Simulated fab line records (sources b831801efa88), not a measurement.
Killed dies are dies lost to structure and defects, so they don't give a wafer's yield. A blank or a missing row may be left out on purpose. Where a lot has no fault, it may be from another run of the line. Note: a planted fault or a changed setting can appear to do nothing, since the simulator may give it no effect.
2 desks, one fault :: flow gf180mcu :: each desk holds nothing but its own numbers, with what lay behind them at the end

== METROLOGY DESK ==
Lot by lot, what the gauges showed, no matter which tool ran the lot: averages of those sampled wafers that carry a number. Marked OUT: a lot whose mean sits more than 4 standard deviations from the usual mean, which makes it out of limits; the brackets give that distance.
Columns: A = M5_OVL at GF_M5_OVL_MEAS_08, usual 0 nm; B = V5_OVL at GF_V5_OVL_MEAS_15, usual -3 nm; C = TOP_METAL_ALCU_RS at GF_TOP_METAL_RS_MEAS_05, usual 0.0328 ohm/sq
lot: L770
first seen here: day 26 00:59
A: -2
B: -0
C: 0.0326

lot: L771
first seen here: day 26 17:11
A: 4
B: -3
C: 0.0328

lot: L772
first seen here: day 26 21:19
A: 1
B: 3
C: 0.0332

lot: L774
first seen here: day 27 12:28
A: -1
B: -5
C: 0.0331

lot: L775
first seen here: day 27 22:01
A: 2
B: -10
C: 0.0332

lot: L778
first seen here: day 28 20:47
A: 4
B: 3
C: 0.0324

lot: L780
first seen here: day 29 12:04
A: -3
B: -1
C: 0.0325

lot: L781
first seen here: day 29 20:32
A: -0
B: -5
C: 0.0329

lot: L788
first seen here: day 31 17:56
A: 6
B: 79 (+18) OUT
C: 0.0330

lot: L791
first seen here: day 32 09:22
A: -0
B: 70 (+16) OUT
C: 0.0331

lot: L792
first seen here: day 32 13:34
A: 1
B: -6
C: 0.0325

lot: L793
first seen here: day 32 22:07
A: 0
B: 2
C: 0.0332
This desk finds L788, L791 out of limits, with the earliest case on L788 at day 32 11:58 (V5_OVL at GF_V5_OVL_MEAS_15). Within limits: L770, L771, L772, L774, L775, L778, L780, L781, L792, L793.

== THE TOOL OWNER'S DESK: krfScanner-02 ==
The tool's own readings at GF_V5_EXPOSE_11 (exposes mask Via5, target cd 260 nm): means of the sampled wafers that have a number, for each lot that ran on this tool. Marked OUT: a lot whose mean sits more than 4 standard deviations from the usual mean, which makes it out of limits; the brackets give that distance.
Columns: A = focusOffsetNm at GF_V5_EXPOSE_11, usual 0.0 nm
lot: L770
first seen here: day 26 12:44
A: -1.0

lot: L771
first seen here: day 27 05:04
A: -0.2

lot: L772
first seen here: day 27 09:04
A: 0.5

lot: L774
first seen here: day 28 00:17
A: -0.6

lot: L778
first seen here: day 29 07:54
A: -0.0

lot: L780
first seen here: day 29 22:44
A: 0.7

lot: L788
first seen here: day 32 03:55
A: -0.2

lot: L791
first seen here: day 32 18:38
A: -0.5
Result from this desk: across the 8 lots, nothing is out of limits.

== PUT TOGETHER ==
The metrology desk could have raised an alarm at day 32 11:58, on L788, L791.
The desk of the tool owner found nothing out of limits.
On record at the tool owner's desk: L788, L791, within its limits.
GF_V5_EXPOSE_11 was run on krfScanner-02 by each of the lots named.

== WHAT THE SIMULATOR HAD PUT IN ==
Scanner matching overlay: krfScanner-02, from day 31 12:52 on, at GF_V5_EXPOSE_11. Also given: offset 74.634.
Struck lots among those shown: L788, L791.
Time in hours between the start of the fault and the first out-of-limits reading at each desk: metrology desk, 23.
